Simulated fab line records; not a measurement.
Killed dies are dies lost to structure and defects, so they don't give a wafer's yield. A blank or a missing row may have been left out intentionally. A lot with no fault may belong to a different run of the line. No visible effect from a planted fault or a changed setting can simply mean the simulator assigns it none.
Matching of chambers	flow sfq line	SFQ_TRILAYER_I3_CMP_CMP_082 on cmp-01: 4 sister chambers
The step polishes SiO2. 14 wafers are shown with their chamber, then 7 later ones without.

WAFERS PAIRED WITH THEIR CHAMBERS
wafer	chamber	motor current A (A)	time to endpoint s (s)	platen rpm (rpm)
L286.2	3	11.0	195	59.98
L286.1	2	10.5	208	59.99
L286.6	0	9.0	220	59.96
L290.3	3	10.8	208	60.05
L290.4	2	10.8	202	59.94
L290.6	3	10.8	203	60.00
L292.1	3	10.7	207	59.99
L292.2	2	10.4	214	59.98
L292.4	0	8.8	222	59.94
L303.4	0	8.8	211	59.98
L303.1	3	10.9	202	59.95
L303.5	1	11.0	223	59.89
L307.1	2	10.8	201	60.02
L307.3	1	11.0	208	59.99

SIGNATURES (means of the wafers above)
reading	chamber 0	chamber 1	chamber 2	chamber 3	scatter within a chamber
motor current A	8.867	11.000	10.625	10.840	0.144
time to endpoint s	217.67	215.50	206.25	203.00	6.29
platen rpm	59.9600	59.9400	59.9825	59.9940	0.0379
Rule: distance of a wafer from a chamber = root of the sum over the readings of ((wafer's reading minus chamber's mean) / reading's scatter) squared. The wafer belongs to the nearest chamber; if the next one is less than 2 further off, it can't be placed. The scatter: take each reading less its chamber's mean, square it, sum over the shown wafers, divide by the number of wafers less the number of chambers, and take the root.

WAFERS MISSING THEIR CHAMBER
wafer	motor current A (A)	time to endpoint s (s)	platen rpm (rpm)
L307.6	10.5	204	59.94
L308.1	10.1	189	60.03
L308.4	10.4	201	59.97
L308.3	10.7	212	59.95
L309.2	10.2	216	59.93
L309.4	11.1	213	60.02
L309.5	10.5	217	60.07

WHICH CHAMBER EACH WENT THROUGH
wafer	from the rows above	in truth
L307.6	can't be placed: 2 or 3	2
L308.1	can't be placed: 2 or 3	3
L308.4	can't be placed: 2 or 3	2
L308.3	can't be placed: 2 or 3 or 1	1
L309.2	can't be placed: 2 or 3 or 1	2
L309.4	can't be placed: 1 or 3 or 2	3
L309.5	can't be placed: 2 or 3 or 1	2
0 of 7 placed correctly. From these rows, 7 cannot be placed; in 7 the true chamber is one of the candidates. 0 placed wrongly.
